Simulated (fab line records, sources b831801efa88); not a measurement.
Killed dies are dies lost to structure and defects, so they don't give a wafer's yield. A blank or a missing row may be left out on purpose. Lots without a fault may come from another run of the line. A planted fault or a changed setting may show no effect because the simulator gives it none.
Chamber matching | flow sky130 | SKY_PASSIVATION_ETCH_11 on rie_diel-01: 4 sister chambers
The step etches the open film in CF4/O2, stops on AlCu, target depth 725 nm, time 161.1 s. 8 wafers are shown with their chamber, then 11 later ones without.

WAFERS WITH THEIR CHAMBER
wafer  | chamber | drypump_motor_current_A (A) | oes_product_au (a.u.)
L081.6 | 1       | 6.2                         | 0.981
L083.2 | 3       | 5.0                         | 0.980
L084.4 | 3       | 5.0                         | 0.980
L084.5 | 2       | 5.8                         | 0.976
L087.1 | 1       | 6.2                         | 0.968
L087.4 | 0       | 5.3                         | 0.982
L087.5 | 0       | 5.3                         | 0.977
L089.3 | 2       | 5.9                         | 0.982

WAFERS WITHOUT THEIR CHAMBER
wafer  | drypump_motor_current_A (A) | oes_product_au (a.u.)
L089.4 | 5.4                         | 0.976
L089.6 | 6.2                         | 0.986
L090.3 | 5.9                         | 0.984
L090.5 | 6.1                         | 0.983
L090.6 | 5.3                         | 0.991
L094.4 | 5.9                         | 0.986
L094.5 | 5.3                         | 0.977
L094.6 | 5.0                         | 0.987
L097.1 | 5.0                         | 0.961
L097.2 | 6.2                         | 0.980
L097.6 | 5.4                         | 0.985

WHICH CHAMBER EACH WENT THROUGH
wafer  | from the rows above | in truth
L089.4 | 0                   | 0
L089.6 | 1                   | 1
L090.3 | 2                   | 2
L090.5 | 1                   | 1
L090.6 | 0                   | 0
L094.4 | 2                   | 2
L094.5 | 0                   | 0
L094.6 | 3                   | 3
L097.1 | 3                   | 3
L097.2 | 1                   | 1
L097.6 | 0                   | 0
Placed correctly: 11 of 11. Can't be placed from these rows: 0. Placed wrongly: 0.
How it was worked out, from the rows above alone: a wafer's distance from a chamber is the root of the sum, over the readings, of the square of ((its reading less the chamber's mean) divided by the reading's scatter). The wafer belongs to the nearest chamber; if the next one is less than 2 further off, it can't be placed. A chamber's mean is the mean of its shown wafers. The scatter: the root of (the sum of the squares of (reading less its chamber's mean) over the shown wafers, divided by (wafers less chambers)).
